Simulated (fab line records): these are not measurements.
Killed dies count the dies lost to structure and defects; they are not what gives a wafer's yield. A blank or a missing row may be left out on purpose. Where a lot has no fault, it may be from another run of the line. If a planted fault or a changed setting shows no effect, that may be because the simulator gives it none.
Which tool is to blame? ; flow sky130 ; Sampling: 12 lots, 36 wafers, 4 of 708 route steps

WHAT THE GAUGES READ, wafer by wafer
SKY_FIELD_ISO_THK_MEAS_02.
lot;measured;on;FIELD_ISO_OXIDATION_00_THK (nm)
L696;day 2 04:25;film_metro-01;12.03 11.92 11.93
L697;day 2 08:53;film_metro-01;12.30 12.02 12.11
L699;day 2 18:46;film_metro-03;11.81 11.73 11.89
L700;day 2 23:12;film_metro-01;11.95 12.03 11.85
L701;day 3 03:38;film_metro-02;12.12 12.06 11.86
L702;day 3 08:38;film_metro-01;11.84 11.79 11.90
L704;day 3 19:23;film_metro-01;11.97 11.73 11.94
L705;day 4 01:52;film_metro-01;12.46 12.40 12.49
L709;day 4 20:25;film_metro-01;12.18 12.30 11.91
L712;day 5 12:33;film_metro-02;11.62 11.78 12.00
L714;day 5 20:41;film_metro-03;11.71 12.12 12.25
L716;day 6 07:12;film_metro-01;12.64 12.82 12.59

SKY_NWELL_THK_MEAS_02.
lot;measured;on;NWELL_OXIDATION_THK (nm)
L696;day 3 05:49;film_metro-03;10.37 10.57 10.42
L697;day 3 11:27;film_metro-02;10.07 9.99 10.18
L699;day 3 20:47;film_metro-04;10.13 9.92 10.22
L700;day 4 04:10;film_metro-03;10.09 10.21 10.01
L701;day 4 08:24;film_metro-02;10.00 9.92 9.97
L702;day 4 11:29;film_metro-03;10.45 10.53 10.58
L704;day 4 21:19;film_metro-02;10.28 10.24 10.04
L705;day 5 03:14;film_metro-03;10.09 10.09 10.14
L709;day 5 23:35;film_metro-02;10.22 10.41 10.39
L712;day 6 18:03;film_metro-04;10.10 10.36 10.11
L714;day 7 04:32;film_metro-02;10.38 10.25 10.49
L716;day 7 14:02;film_metro-02;10.23 10.21 10.17

SKY_NWELL_TW_MEAS_26.
lot;measured;on;NWELL_2_TW
L696;day 6 03:40;film_metro-02;498 493 495
L697;day 6 08:45;film_metro-02;495 495 495
L699;day 6 21:19;film_metro-03;500 494 499
L700;day 7 03:12;film_metro-03;501 504 503
L701;day 7 09:32;film_metro-04;490 489 489
L702;day 7 11:52;film_metro-04;490 489 485
L704;day 8 01:40;film_metro-03;499 499 500
L705;day 8 06:44;film_metro-02;495 497 494
L709;day 9 09:08;film_metro-03;499 497 499
L712;day 10 07:05;film_metro-04;510 515 514
L714;day 10 19:14;film_metro-04;513 514 511
L716;day 11 05:16;film_metro-02;493 490 493

WHICH TOOL RAN EACH LOT (tool, then ch and the chambers of the sampled wafers, then the start)
lot;SKY_NWELL_IMPLANT_24
L696;implanter-03 ch 0, day 6 03:25
L697;implanter-04 ch 0, day 6 08:32
L699;implanter-03 ch 0, day 6 21:04
L700;implanter-04 ch 0, day 7 02:59
L701;implanter-03 ch 0, day 7 09:17
L702;implanter-01 ch 0, day 7 11:37
L704;implanter-04 ch 0, day 8 01:25
L705;implanter-01 ch 0, day 8 06:28
L709;implanter-01 ch 0, day 9 08:54
L712;implanter-04 ch 0, day 10 06:51
L714;implanter-04 ch 0, day 10 18:59
L716;implanter-01 ch 0, day 11 05:01
- SKY_NWELL_IMPLANT_24

WHAT THE TOOLS THEMSELVES READ (means of the sampled wafers that have a number; where no wafer has one, the mark that the record gives instead)
SKY_NWELL_IMPLANT_24.
lot;tool;dose_ions_cm2;end_station_pressure_torr (Torr);faraday_current_uA
L696;implanter-03;9.195e+12;5.00e-06;52.5
L697;implanter-04;9.205e+12;5.02e-06;51.5
L699;implanter-03;9.204e+12;4.84e-06;52.1
L700;implanter-04;9.212e+12;4.91e-06;53.4
L701;implanter-03;9.195e+12;5.01e-06;51.6
L702;implanter-01;9.203e+12;4.92e-06;51.5
L704;implanter-04;9.222e+12;5.22e-06;51.6
L705;implanter-01;9.210e+12;5.31e-06;52.5
L709;implanter-01;9.198e+12;5.04e-06;52.2
L712;implanter-04;1.098e+13;4.93e-06;62.7
L714;implanter-04;1.099e+13;4.99e-06;62.4
L716;implanter-01;9.202e+12;5.08e-06;50.6

THE ANSWER, worked out from the rows above alone
Rule: the usual values come from the lots themselves. The widest of any qualifying gaps counts: lots, ordered by their means at a reading, are off when they make up no more than a third of the lots, leave a main group of 4 or more, and stand apart from it by 3 or more times the standard deviation of that group's means. A main group is skipped when, at the precision printed for the reading in the tables above, its means are all equal. A lot without any number at a reading at which 4 lots or more have one is off too. Any other lot the step has rows for is counted as sound. Order of review: gauges by route order, followed by the tools' own readings, for which a lot's mean as printed above is used. At the first step where some lot is off, the reading lying furthest off is the one used; lots without a number count as furthest.
Off: L712, L714 (SKY_NWELL_IMPLANT_24, dose_ions_cm2). Main group: mean 9.205e+12, sd 7.9e+09.
A tool fits if, at that step or a process step before it, it ran every lot that is off, and no sound lot after the first of them. One candidate fits, namely implanter-04 at SKY_NWELL_IMPLANT_24. A fault onset in the window from L704 (day 8 01:25, its last sound lot) to L712 (day 10 06:51, its first lot off) fits.
The tool's own readings at SKY_NWELL_IMPLANT_24 bear it out: on the lots that are off they differ by more than 5 times the standard deviation of the sound lots' means. dose_ions_cm2 reads 1.098e+13 there against 9.205e+12 on the sound lots; faraday_current_uA reads 62.5 there against 52.0 on the sound lots.

WHAT THE SIMULATOR HAD INSERTED
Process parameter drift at SKY_NWELL_IMPLANT_24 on implanter-04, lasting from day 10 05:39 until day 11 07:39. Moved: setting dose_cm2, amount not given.
Struck lots among those shown: L712, L714. The rule given above showed the same thing.
